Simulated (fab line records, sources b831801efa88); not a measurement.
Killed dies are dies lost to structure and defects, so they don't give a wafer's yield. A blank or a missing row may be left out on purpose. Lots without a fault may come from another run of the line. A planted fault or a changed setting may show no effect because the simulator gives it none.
fab line records | flow sky130
record lots=14 wafers=42 last_day=50
route steps=708 shown SONOS_ONO@169 POLY_GATE@224
lots that met no fault: from a run of the same line without faults
start_h: hours from the record's first day to the start of the lot's first wafer shown | wait_h: hours since the lot's step before | " the same as in the row above | L1.1+2: a row that stands for several wafers | - no value, or no start given | * or withheld: withheld | < > ~ a bound
route shown NAME@n: a module of which the file shows steps, and the number in the route of the first | usual: mean/standard deviation of fault-free wafers | same: alike in all rows | chamber/n: place in a boat | sites: the reading at each site | _std_site: their standard deviation | _edge_site: outer sites' mean less inner sites' | radius_mm: how far each site lies from the wafer's centre | mask NAME#n: copy n | behind: the tool/chamber that last shaped the wafer | hold: why the lot was held/for how many hours/how that ended | device: the transistor (n, p or np) that didn't switch | end of line: the same wafers' tests at the end of the route | a step without rows: its recipe alone | killed: dies lost to structure and defects at the first sort, not the wafer's yield | map: a wafer's dies, x killed, . not, _ none there
set.NAME: the setting as run; set.NAME@STEP: as run at that earlier step | model.NAME: the simulator's own value behind a step, which no gauge read
steps of the route over a sample of lots; a table a step, a row a wafer
services: from which hour (start_h, from the record's first day; less than 0 if before it) a tool's chamber was out of use, for how many hours, and why
## steps
# step SKY_SONOS_ONO_THK_MEAS_01
# recipe reads=SiO2_of_SONOS_ONO_OXIDATION_00
# usual SONOS_ONO_OXIDATION_THK=2.59/0.054
# columns lot.wafer tool chamber start_h wait_h SONOS_ONO_OXIDATION_THK[nm]
L804.1 film_metro-02 - 274.07 0.0 2.62
L804.2 " - " " 2.57
L804.6 " - " " 2.59
L805.1 film_metro-04 - 287.34 0.0 2.58
L805.3 " - " " 2.55
L805.4 " - " " 2.60
L806.2 film_metro-02 - 294.85 0.0 2.61
L806.4 " - " " 2.66
L806.6 " - " " 2.59
L807.4 film_metro-03 - 299.73 0.0 2.59
L807.5 " - " " 2.57
L807.6 " - " " 2.52
L808.2 film_metro-03 - 306.79 0.0 2.60
L808.3 " - " " 2.61
L808.6 " - " " 2.62
L809.1 film_metro-03 - 310.47 0.0 2.59
L809.3 " - " " 2.60
L809.5 " - " " 2.64
L810.1 film_metro-03 - 322.34 0.0 2.62
L810.2 " - " " 2.59
L810.3 " - " " 2.57
L813.2 film_metro-02 - 347.03 0.0 2.54
L813.3 " - " " 2.52
L813.6 " - " " 2.51
L815.4 film_metro-03 - 363.63 0.0 2.64
L815.5 " - " " 2.63
L815.6 " - " " 2.65
L816.2 film_metro-03 - 370.25 0.0 2.57
L816.3 " - " " 2.61
L816.6 " - " " 2.58
L821.1 film_metro-02 - 410.47 0.0 2.54
L821.2 " - " " 2.64
L821.6 " - " " 2.57
L822.2 film_metro-04 - 421.86 0.0 2.52
L822.3 " - " " 2.50
L822.5 " - " " 2.43
L823.2 film_metro-03 - 425.64 0.0 2.45
L823.3 " - " " 2.54
L823.4 " - " " 2.63
L824.2 film_metro-04 - 429.55 0.0 2.57
L824.3 " - " " 2.56
L824.4 " - " " 2.48
# step SKY_SONOS_ONO_THK_MEAS_03
# recipe reads=Si3N4_of_SONOS_ONO_CVD_02
# usual SONOS_ONO_CVD_02_THK=10.51/0.16
# columns lot.wafer tool chamber start_h wait_h SONOS_ONO_CVD_02_THK[nm]
L804.1 film_metro-02 - 275.18 0.0 10.61
L804.2 " - " " 10.70
L804.6 " - " " 10.67
L805.1 film_metro-04 - 291.28 0.0 10.46
L805.3 " - " " 10.43
L805.4 " - " " 10.63
L806.2 film_metro-04 - 296.38 0.0 10.52
L806.4 " - " " 10.68
L806.6 " - " " 10.49
L807.4 film_metro-03 - 300.84 0.0 10.68
L807.5 " - " " 10.63
L807.6 " - " " 10.75
L808.2 film_metro-03 - 310.92 0.0 10.48
L808.3 " - " " 10.35
L808.6 " - " " 10.50
L809.1 film_metro-03 - 314.96 0.0 10.86
L809.3 " - " " 10.71
L809.5 " - " " 10.78
L810.1 film_metro-02 - 325.73 0.0 10.43
L810.2 " - " " 10.46
L810.3 " - " " 10.44
L813.2 film_metro-02 - 348.93 0.0 10.45
L813.3 " - " " 10.32
L813.6 " - " " 10.37
L815.4 film_metro-04 - 365.33 0.0 10.47
L815.5 " - " " 10.53
L815.6 " - " " 10.57
L816.2 film_metro-03 - 371.36 0.0 10.24
L816.3 " - " " 10.32
L816.6 " - " " 10.24
L821.1 film_metro-03 - 412.51 0.0 10.60
L821.2 " - " " 10.38
L821.6 " - " " 10.56
L822.2 film_metro-04 - 425.37 0.0 10.08
L822.3 " - " " 10.14
L822.5 " - " " 10.30
L823.2 film_metro-03 - 428.26 0.1 10.69
L823.3 " - " " 10.67
L823.4 " - " " 10.63
L824.2 film_metro-02 - 432.40 0.0 10.62
L824.3 " - " " 10.49
L824.4 " - " " 10.41
# step SKY_SONOS_ONO_ETCH_15
# recipe target_depth_nm=19.52 chemistry=CHF3/O2 source_w=600 bias_w=200 pressure_mtorr=40 chf3_flow_sccm=50 O2_flow_sccm=5 time_s=7.8
# usual drypump_motor_current_A=6.1/0.37 oes_product_au=0.999/0.0069 throttle_valve_pct=8.825/0.0088
# columns lot.wafer tool chamber start_h wait_h drypump_motor_current_A oes_product_au rf_hours_counter_h throttle_valve_pct
L804.1 rie_diel-01 2 301.11 0.0 5.7 1.005 45 8.809
L804.2 " 0 " " 5.7 1.000 4 8.808
L804.6 " 1 " " 5.8 1.007 - 8.831
L805.1 rie_diel-04 3 317.96 0.0 6.0 1.010 17 8.839
L805.3 " 0 " " 6.4 0.993 5 8.825
L805.4 " 1 " " 6.6 0.996 - 8.831
L806.2 rie_diel-04 1 323.26 0.0 6.6 1.001 31 8.837
L806.4 " 0 " " 6.4 0.995 - 8.834
L806.6 " 1 " " 6.6 1.012 - 8.826
L807.4 rie_diel-02 2 328.52 0.0 5.4 0.994 - 8.828
L807.5 " 0 " " 6.3 0.994 - 8.831
L807.6 " 1 " " 6.0 0.989 - 8.812
L808.2 rie_diel-02 3 337.71 0.0 6.4 1.006 108 8.832
L808.3 " 2 " " 5.4 1.001 92 8.839
L808.6 " 0 " " 6.4 1.000 - 8.818
L809.1 rie_diel-01 2 343.52 0.0 5.7 0.991 46 8.825
L809.3 " 0 " " 5.7 0.994 5 8.824
L809.5 " 1 " " 5.9 0.994 - 8.824
L810.1 rie_diel-04 0 354.86 0.0 6.4 0.995 6 8.826
L810.2 " 1 " " 6.6 0.986 32 8.820
L810.3 " 3 " " 6.0 1.013 17 8.818
L813.2 rie_diel-02 3 378.13 0.0 6.4 1.008 109 8.825
L813.3 " 0 " " 6.3 0.991 6 8.828
L813.6 " 0 " " 6.3 0.988 - 8.828
L815.4 rie_diel-02 2 394.87 0.0 5.4 1.012 93 8.827
L815.5 " 0 " " 6.3 0.998 - 8.828
L815.6 " 1 " " 6.0 0.996 - 8.826
L816.2 rie_diel-01 3 400.98 0.0 6.1 0.999 14 8.829
L816.3 " 1 " " 5.8 1.004 5 8.829
L816.6 " 3 " " 6.1 1.011 - 8.832
L821.1 rie_diel-02 3 444.42 0.0 6.4 1.004 1 8.820
L821.2 " 1 " " 6.0 0.994 6 8.823
L821.6 " 3 " " 6.4 0.995 - 8.812
L822.2 rie_diel-04 0 456.78 0.0 6.4 1.002 7 8.839
L822.3 " 3 " " 5.9 1.006 19 8.817
L822.5 " 1 " " 6.6 1.008 - 8.827
L823.2 rie_diel-04 0 459.93 0.0 6.4 0.985 7 8.829
L823.3 " 3 " " 6.0 1.001 19 8.825
L823.4 " 0 " " 6.4 1.004 - 8.813
L824.2 rie_diel-04 0 464.72 0.0 6.4 0.992 7 8.817
L824.3 " 2 " " 5.4 0.987 0 8.815
L824.4 " 1 " " 6.6 0.992 34 8.815
# step SKY_POLY_GATE_EXPOSE_10
# recipe mask_id=P1M na=0.68 source_shape=conventional sigma_outer=0.6 target_cd_nm=150 dose_mj=28
# usual exposure_dose_mJ_cm2=27.995/0.029 focus_offset_nm=0.0/0.53 sigma_outer=0.6/0
# columns lot.wafer tool chamber start_h wait_h mask exposure_dose_mJ_cm2 focus_offset_nm sigma_outer
L804.1 krf_scanner-01 0 381.26 - P1M#0 27.976 1.0 0.6
L804.2 " 0 " " P1M#0 27.972 1.5 0.6
L804.6 " 0 " " P1M#0 28.030 0.9 0.6
L805.1 krf_scanner-01 0 396.80 - P1M#0 28.041 0.0 0.6
L805.3 " 0 " " P1M#0 27.979 0.5 0.6
L805.4 " 0 " " P1M#0 28.006 -0.4 0.6
L806.2 krf_scanner-01 0 400.13 - P1M#0 27.982 -0.3 0.6
L806.4 " 0 " " P1M#0 27.985 0.4 0.6
L806.6 " 0 " " P1M#0 27.984 0.3 0.6
L807.4 krf_scanner-02 0 407.15 - P1M#0 28.041 -0.4 0.6
L807.5 " 0 " " P1M#0 28.052 -0.3 0.6
L807.6 " 0 " " P1M#0 28.045 -0.1 0.6
L808.2 krf_scanner-01 0 418.19 - P1M#0 27.982 0.7 0.6
L808.3 " 0 " " P1M#0 27.983 -0.3 0.6
L808.6 " 0 " " P1M#0 27.944 0.6 0.6
L809.1 krf_scanner-02 0 423.62 - P1M#0 27.983 -0.1 0.6
L809.3 " 0 " " P1M#0 27.997 0.1 0.6
L809.5 " 0 " " P1M#0 28.004 -0.1 0.6
L810.1 krf_scanner-02 0 439.60 - P1M#0 28.001 -0.7 0.6
L810.2 " 0 " " P1M#0 27.987 0.1 0.6
L810.3 " 0 " " P1M#0 27.999 -0.6 0.6
L813.2 krf_scanner-01 0 461.65 - P1M#0 27.949 -0.4 0.6
L813.3 " 0 " " P1M#0 27.981 -0.8 0.6
L813.6 " 0 " " P1M#0 28.008 -0.9 0.6
L815.4 krf_scanner-01 - 481.01 - P1M#0 - - -
L815.5 " - " " P1M#0 - - -
L815.6 " - " " P1M#0 - - -
L816.2 krf_scanner-02 - 487.36 - P1M#0 - - -
L816.3 " - " " P1M#0 - - -
L816.6 " - " " P1M#0 - - -
L821.1 krf_scanner-02 0 527.97 - P1M#0 27.998 -0.1 0.6
L821.2 " 0 " " P1M#0 27.976 -0.1 0.6
L821.6 " 0 " " P1M#0 27.968 0.4 0.6
L822.2 krf_scanner-01 0 540.61 - P1M#0 28.023 0.1 0.6
L822.3 " 0 " " P1M#0 28.005 0.6 0.6
L822.5 " 0 " " P1M#0 28.022 0.2 0.6
L823.2 krf_scanner-01 0 543.17 - P1M#0 27.976 0.1 0.6
L823.3 " 0 " " P1M#0 27.979 0.0 0.6
L823.4 " 0 " " P1M#0 28.000 -0.1 0.6
L824.2 krf_scanner-01 0 546.77 - P1M#0 27.957 0.7 0.6
L824.3 " 0 " " P1M#0 27.974 0.2 0.6
L824.4 " 0 " " P1M#0 27.950 0.3 0.6
## services
# columns tool chamber start_h hours kind
krf_scanner-01 - 304.38 6.6 repair
krf_scanner-01 - 310.99 1.3 pm
krf_scanner-02 - 311.77 0.6 repair
rie_diel-04 3 319.33 12.4 repair
rie_diel-04 1 319.50 1.5 repair
rie_diel-02 3 326.40 4.1 repair
krf_scanner-01 - 341.53 4.4 pm
krf_scanner-02 - 345.90 1.0 pm
krf_scanner-01 - 354.72 0.8 pm
krf_scanner-01 - 357.91 1.0 pm
krf_scanner-02 - 368.01 1.3 pm
rie_diel-04 2 388.47 1.7 repair
rie_diel-02 - 403.57 1.2 repair
krf_scanner-01 - 418.51 3.6 pm
krf_scanner-02 - 428.96 0.8 pm
krf_scanner-02 - 443.66 2.1 repair
krf_scanner-01 - 469.81 0.2 repair
rie_diel-02 1 471.81 4.6 repair
krf_scanner-01 - 485.70 1.3 pm
krf_scanner-02 - 513.15 1.0 pm
krf_scanner-01 - 516.43 0.7 repair
krf_scanner-01 - 523.52 0.8 pm
krf_scanner-01 - 526.91 1.0 pm
krf_scanner-02 - 539.94 7.4 repair
## key
first_sign step=SKY_POLY_GATE_EXPOSE_10 reading=tool_record direction=missing
effect none on later readings
met_at SKY_POLY_GATE_EXPOSE_10
struck_lots L815,L816
later_rows_left_out L815.4,L815.5,L815.6,L816.2,L816.3,L816.6
sort_left_out L815.4,L815.5,L815.6,L816.2,L816.3,L816.6
tester_left_out L815,L816
not_acting_at SKY_SONOS_ONO_THK_MEAS_01,SKY_SONOS_ONO_THK_MEAS_03,SKY_SONOS_ONO_ETCH_15
onset_between 461.65 481.01
fault kind=skipped_step_whole tool=krf_scanner-01,krf_scanner-02 chamber=- onset_h=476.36 steps=SKY_POLY_GATE_EXPOSE_10 scope=struck_lots_only
# tester_left_out: of these lots the tester's yield and bins aren't shown, on N5 and GAA mostly nor the transistor test; their killed dies are dies lost to structure and defects alone, not to doping, threshold or leakage, so they don't give the yield
# sort_left_out: the simulated sort isn't trusted on such a fault, so these wafers' sort isn't shown, and their yield isn't known
# later_rows_left_out: the simulator's readings of these wafers behind a module that went badly wrong aren't trusted and aren't shown, but for the sort
